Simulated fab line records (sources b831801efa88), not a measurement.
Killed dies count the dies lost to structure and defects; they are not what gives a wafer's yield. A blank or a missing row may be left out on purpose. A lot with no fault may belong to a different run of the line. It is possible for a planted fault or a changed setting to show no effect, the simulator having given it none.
Struck lot and sound lot, side by side :: flow sky130 :: 23 steps out of a route of 708
Sound: these wafers, L651.1, L651.3, L651.4. Struck: wafers L655.2, L655.5, L655.6. The cause is given at the end.
Order at every step that has rows: each side's tool, ch and its chambers, its first start. Under that, the readings that differ: sound wafers :: struck wafers :: difference of the means :: sigmas: that difference in standard deviations of wafers without a fault.
alike: readings with means less than 2 such deviations apart, plus words and numbers identical on both sides. not compared: withheld readings, readings lacking a value on some wafer, bounds such as >300 that could conceal the same value, and numbers that have no deviation in the record and whose values overlap.
A row with sigmas, a row that says differs or no value, or rows on one side alone: a step with any of these is where the two part. Non-overlapping numbers with no deviation appear without sigmas and do not part them. A reading that every wafer of one side lacks parts them only if that side has two wafers or more.

first, 1 step without rows for these wafers: SKY_SONOS_ONO_DEVELOP_12 (develop time 60 s).
SKY_SONOS_ONO_CD_MEAS_13: target cd 410 nm.
  struck on cdSem-02, day 18 03:44; sound on cdSem-01, day 17 10:11
  alike: cdNm
SKY_SONOS_ONO_OVL_MEAS_14:
  struck on overlay-01, day 18 03:50; sound on overlay-01, day 17 10:19
  alike: SONOS_ONO_OVL
SKY_SONOS_ONO_ETCH_15: etches the open film in CHF3/O2, target depth 19.52 nm, time 7.8 s.
  sound on rieDiel-02 ch 1,2,3, day 17 10:20; struck on rieDiel-03 ch 2,3, day 18 03:52
  alike: drypumpMotorCurrentA, oesProductAu, throttleValvePct
  not compared: rfHoursCounterH
then, 1 step without rows for these wafers: SKY_SONOS_ONO_WET_ETCH_16 (etches SiO2 in dHF, target depth 14 nm, time 280 s).
SKY_SONOS_ONO_STRIP_17: strips in O2/N2.
  sound on plasmaAsher-01 ch 0,1, day 17 10:27; struck on plasmaAsher-03 ch 0,1, day 18 03:58
  alike: drypumpMotorCurrentA, oesProductAu, stripTimeToEndpointS
  not compared: rfHoursCounterH
then, 3 steps without rows for these wafers: SKY_SONOS_ONO_WET_ETCH_18 (etches Si3N4 in H3PO4, target depth 15 nm, time 172 s); SKY_GATE_OXIDE_CLEAN_00 (cleans in SC1/SC2, time 150 s); SKY_GATE_OXIDE_OXIDATION_01 (stabilise 600 s, purge 300 s, target thk 10.268 nm).
SKY_GATE_OXIDE_THK_MEAS_02:
  struck on filmMetro-02, day 18 10:01; sound on filmMetro-03, day 17 13:20
  alike: GATE_OXIDE_OXIDATION_00_THK
then, 2 steps without rows for these wafers: SKY_GATE_OXIDE_DEHYDRATE_03 (time 60 s); SKY_GATE_OXIDE_HMDS_04 (prime time 60 s).
SKY_GATE_OXIDE_COAT_05: resist thk 1140 nm.
  sound on lithoTrack-03 ch 0, day 18 03:40; struck on lithoTrack-02 ch 0, day 19 01:01
reading: model.NOVOLAK_of_GATE_OXIDE_COAT_05.thkNm (nm)
sound: 1143 1144 1140
struck: 1119 1120 1116
difference: -24
sigmas: 
then, 3 steps without rows for these wafers: SKY_GATE_OXIDE_SOFTBAKE_06 (time 60 s); SKY_GATE_OXIDE_EXPOSE_07 (exposes mask LVOM, target cd 600 nm); SKY_GATE_OXIDE_PEB_08.
SKY_GATE_OXIDE_DEVELOP_09: develop time 60 s.
  sound on lithoTrack-01 ch 0, day 18 18:58; struck on lithoTrack-03 ch 0, day 19 15:53
reading: model.NOVOLAK_of_GATE_OXIDE_COAT_05.thkNm (nm)
sound: 1142 1143 1140
struck: 1118 1119 1116
difference: -24
sigmas: 
SKY_GATE_OXIDE_OVL_MEAS_10:
  struck on overlay-02, day 19 16:01; sound on overlay-02, day 18 19:07
  alike: GATE_OXIDE_OVL
then, 2 steps without rows for these wafers: SKY_GATE_OXIDE_IMPLANT_11; SKY_GATE_OXIDE_WET_ETCH_12 (etches SiO2 in dHF, target depth 16.8 nm, time 336 s).
SKY_GATE_OXIDE_STRIP_13: strips in O2/N2.
  sound on plasmaAsher-01 ch 0,1, day 18 19:30; struck on plasmaAsher-03 ch 0,1, day 19 16:19
reading: stripTimeToEndpointS (s)
sound: 14.19 14.22 14.18
struck: 13.91 13.93 13.90
difference: -0.28
sigmas: -7
  alike: drypumpMotorCurrentA, oesProductAu
  not compared: rfHoursCounterH
SKY_GATE_OXIDE_TW_MEAS_14:
  struck on filmMetro-03, day 19 16:26; sound on filmMetro-03, day 18 19:36
  alike: GATE_OXIDE_TW
-- record jumps: 30 days separate the struck wafers' starts on either side; left off in module GATE_OXIDE, taken up again in module PAD_OPEN, whose first shown step is the route's number 708 --
SKY_PAD_OPEN_PROBE_99:
  struck on prober-02, day 49 17:44; sound on prober-01, day 49 08:50
  alike: killed_at_M0_to_M3, killed_at_M4_up, killedAtContacts, killedAtFrontEnd, killedAtOther, killedDies, killedOpen, killedShort

## WHERE THEY PART
Only at SKY_GATE_OXIDE_STRIP_13, as far as this record shows. Later steps at which nothing parts them and some readings are alike: SKY_GATE_OXIDE_TW_MEAS_14, SKY_PAD_OPEN_PROBE_99.

WHY: whatever the simulator had introduced
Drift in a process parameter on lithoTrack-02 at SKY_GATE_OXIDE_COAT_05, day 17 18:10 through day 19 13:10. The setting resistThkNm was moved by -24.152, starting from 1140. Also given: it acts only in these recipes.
